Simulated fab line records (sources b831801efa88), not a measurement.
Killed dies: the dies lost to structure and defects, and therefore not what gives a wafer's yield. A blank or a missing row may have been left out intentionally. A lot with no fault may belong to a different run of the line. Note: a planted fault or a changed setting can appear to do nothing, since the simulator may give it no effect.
Struck lot and sound lot, side by side || flow sky130 || 42 out of 708 route steps
Sound: the wafers L901.1, L901.4, L901.5. Struck: wafer L919.5 (left out: L919.1, L919.2 of the same lot, which were not struck); the cause appears at the end.
Per side, at each step with rows, come the tool, then ch with its chambers, and then its first start. Under that, the readings that differ: sound wafers || struck wafers || difference of the means || sigmas: that difference in standard deviations of wafers without a fault.
alike: words and numbers the same on both sides, and readings whose means are apart by under 2 such deviations; not compared: readings that were withheld, readings missing a value for some wafer, numbers with overlapping values and no deviation given by the record, and bounds like >300 which may hide the same value.
Wherever a step has rows on one side only, a row that says differs or no value, or a row with sigmas, the two part there. Numbers that have no deviation but don't overlap get no sigmas and don't part them. A reading that every wafer of one side lacks parts them only if that side has two wafers or more.

SKY_SD_N_OVL_MEAS_08:
  sound: overlay-02 at day 29 07:53; struck: overlay-01 at day 34 19:03
  alike: SD_N_OVL
then, 3 steps without rows for these wafers: SKY_SD_N_IMPLANT_09; SKY_SD_N_IMPLANT_10; SKY_SD_N_STRIP_11 (strips in O2/N2).
SKY_SD_N_TW_MEAS_12:
  sound: film-metro-02 at day 29 08:19; struck: film-metro-04 at day 34 19:29
  alike: SD_N_TW
then, 2 steps without rows for these wafers: SKY_SD_N_CLEAN_13 (cleans in SC1/SC2, time 150 s); SKY_SD_N_RTA_14 (time 2 s).
SKY_SD_N_RS_MEAS_16: a four-point-probe measurement.
  sound: film-metro-02 at day 29 08:39; struck: film-metro-03 at day 34 19:46
{"reading": "SD_N_RS (ohm/sq)", "sound": "68.36 68.34 68.48", "struck": 68.70, "difference": "+0.31", "sigmas": "+3"}
SKY_SD_N_RS_MEAS_17: a four-point-probe measurement.
  sound: film-metro-02 at day 29 08:46; struck: film-metro-03 at day 34 19:53
  alike: SD_P_RS
SKY_SD_N_RS_MEAS_18: a four-point-probe measurement.
  sound: film-metro-02 at day 29 08:53; struck: film-metro-03 at day 34 20:01
{"reading": "RES_XHIGH_RS (ohm/sq)", "sound": "331.3 332.3 331.0", "struck": 334.9, "difference": "+3.4", "sigmas": "+3"}
then, 1 step without rows for these wafers: SKY_SALICIDE_CLEAN_00 (cleans in HF-last, time 30 s).
SKY_LI_CONTACT_HDPCVD_00: deposits PSG, target thk 930 nm, time 155 s.
  sound on hdpcvd-01 ch 0,1, day 29 09:02; struck on hdpcvd-01 ch 2, day 34 20:09
{"reading": "pressure-mtorr (mTorr)", "sound": "6.017 5.997 6.001", "struck": 5.979, "difference": -0.026, "sigmas": -2}
  alike: susceptor-temp-C
SKY_LI_CONTACT_THK_MEAS_01:
  sound: film-metro-03 at day 29 09:08; struck: film-metro-03 at day 34 20:15
  alike: LI_CONTACT_HDPCVD_THK
SKY_LI_CONTACT_CMP_02: polishes PSG.
  sound on cmp-01 ch 0,1, day 29 09:14; struck on cmp-01 ch 2, day 34 20:19
{"reading": "time-to-endpoint-s (s)", "sound": "32.8 32.5 31.2", "struck": 26.2, "difference": -6.0, "sigmas": -2}
  alike: motor-current-A, slurry-filter-dp-kPa
SKY_LI_CONTACT_BOW_MEAS_03:
  sound: film-metro-03 at day 29 09:29; struck: film-metro-04 at day 34 20:37
  alike: LI_CONTACT_BOW
then, 8 steps without rows for these wafers: SKY_LI_CONTACT_DEHYDRATE_04 (time 60 s); SKY_LI_CONTACT_HMDS_05 (prime time 60 s); SKY_LI_CONTACT_COAT_06 (resist thk 60 nm); SKY_LI_CONTACT_COAT_07 (resist thk 450 nm); SKY_LI_CONTACT_SOFTBAKE_08 (time 90 s); SKY_LI_CONTACT_EXPOSE_09 (exposes mask LICM1, target cd 170 nm); SKY_LI_CONTACT_PEB_10; SKY_LI_CONTACT_DEVELOP_11 (develop time 60 s).
SKY_LI_CONTACT_CD_MEAS_12: the cd target is 170 nm.
  sound: cd-sem-01 at day 30 13:34; struck: cd-sem-02 at day 35 22:58
  alike: cd-nm
SKY_LI_CONTACT_OVL_MEAS_13:
  sound: overlay-01 at day 30 13:41; struck: overlay-01 at day 35 23:05
  alike: LI_CONTACT_OVL
then, 1 step without rows for these wafers: SKY_LI_CONTACT_ETCH_14 (etches BARC in N2/H2, stops on SiO2, time 45.9 s, target depth 60 nm).
SKY_LI_CONTACT_ETCH_15: etches PSG in C4F8/O2/Ar, stops on Si, target depth 600 nm.
  sound on rie-diel-03 ch 0,1,3, day 30 13:46; struck on rie-diel-01 ch 3, day 35 23:10
  alike: oes-product-au
SKY_LI_CONTACT_STRIP_16: strips in O2/N2.
  sound on plasma-asher-02 ch 0,1, day 30 13:50; struck on plasma-asher-04 ch 1, day 35 23:15
  alike: drypump-motor-current-A, oes-product-au, strip-time-to-endpoint-s
  not compared: rf-hours-counter-h
then, 2 steps without rows for these wafers: SKY_LI_CONTACT_CLEAN_17 (cleans in NMP, time 600 s); SKY_LI_CONTACT_PRE_CLEAN_18 (time 5.6 s).
SKY_LI_CONTACT_SPUTTER_19: material Ti, target thk 20 nm, time 106.37 s.
  sound: pvd-sputter-04 at day 30 14:08; struck: pvd-sputter-02 at day 35 23:32
  alike: throttle-valve-pct
then, 1 step without rows for these wafers: SKY_LI_CONTACT_SPUTTER_20 (material TiN, target thk 20 nm, time 80 s).
SKY_LI_CONTACT_CVD_21: deposits W, target thk 400 nm, time 120.56 s.
  sound on cvd-w-02 ch 0,1, day 30 14:17; struck on cvd-w-01 ch 0, day 35 23:41
  alike: heater-power-w, susceptor-temp-C
SKY_LI_CONTACT_RS_MEAS_22: a four-point-probe measurement.
  sound: film-metro-04 at day 30 14:24; struck: film-metro-03 at day 35 23:48
  alike: LI_CONTACT_W_RS
SKY_LI_CONTACT_THK_MEAS_23: measures by xrf.
  sound: film-metro-04 at day 30 14:31; struck: film-metro-03 at day 35 23:55
  alike: LI_CONTACT_W_THK
then, 2 steps without rows for these wafers: SKY_LI_CONTACT_CMP_24 (polishes, stops on PSG, t overpolish 20 s, target thk 0 nm); SKY_LOCAL_INTERCONNECT_SPUTTER_00 (material TiN, target thk 100 nm, time 83.3 s).
SKY_LOCAL_INTERCONNECT_RS_MEAS_01: a four-point-probe measurement.
  sound: film-metro-01 at day 30 14:57; struck: film-metro-01 at day 36 00:21
  alike: LOCAL_INTERCONNECT_TIN_RS
SKY_LOCAL_INTERCONNECT_THK_MEAS_02: measures by xrf.
  sound: film-metro-01 at day 30 15:04; struck: film-metro-01 at day 36 00:28
  alike: LOCAL_INTERCONNECT_TIN_THK
then, 2 steps without rows for these wafers: SKY_LOCAL_INTERCONNECT_DEHYDRATE_03 (time 60 s); SKY_LOCAL_INTERCONNECT_HMDS_04 (prime time 60 s).
-- the record jumps here: 15 days lie between the struck wafers' starts before and after (it left off in module LOCAL_INTERCONNECT and takes up again in module PAD_OPEN, whose first step shown is number 708 of the route) --
SKY_PAD_OPEN_PROBE_99:
  sound: prober-02 at day 46 21:56; struck: prober-01 at day 50 15:14
{"reading": "hold", "sound": "- - -", "struck": "await-dispo/1.2h/release", "difference": "no value on the sound wafers", "sigmas": ""}
{"reading": "killed-at-contacts", "sound": "31 31 23", "struck": 71, "difference": "+43", "sigmas": "+9"}
{"reading": "killed-dies", "sound": "112 82 89", "struck": 133, "difference": "+39", "sigmas": "+4"}
{"reading": "killed-on-rim", "sound": "26 19 19", "struck": 32, "difference": "+11", "sigmas": "+3"}
{"reading": "killed-short", "sound": "48 45 46", "struck": 31, "difference": -15, "sigmas": -3}
  alike: killed_at_M0_to_M3, killed_at_M4_up, killed-at-front-end, killed-at-other, killed-open

## WHERE THEY PART
At SKY_SD_N_RS_MEAS_16 first; at SKY_PAD_OPEN_PROBE_99 last (within this record only).

WHY: whatever the simulator had introduced
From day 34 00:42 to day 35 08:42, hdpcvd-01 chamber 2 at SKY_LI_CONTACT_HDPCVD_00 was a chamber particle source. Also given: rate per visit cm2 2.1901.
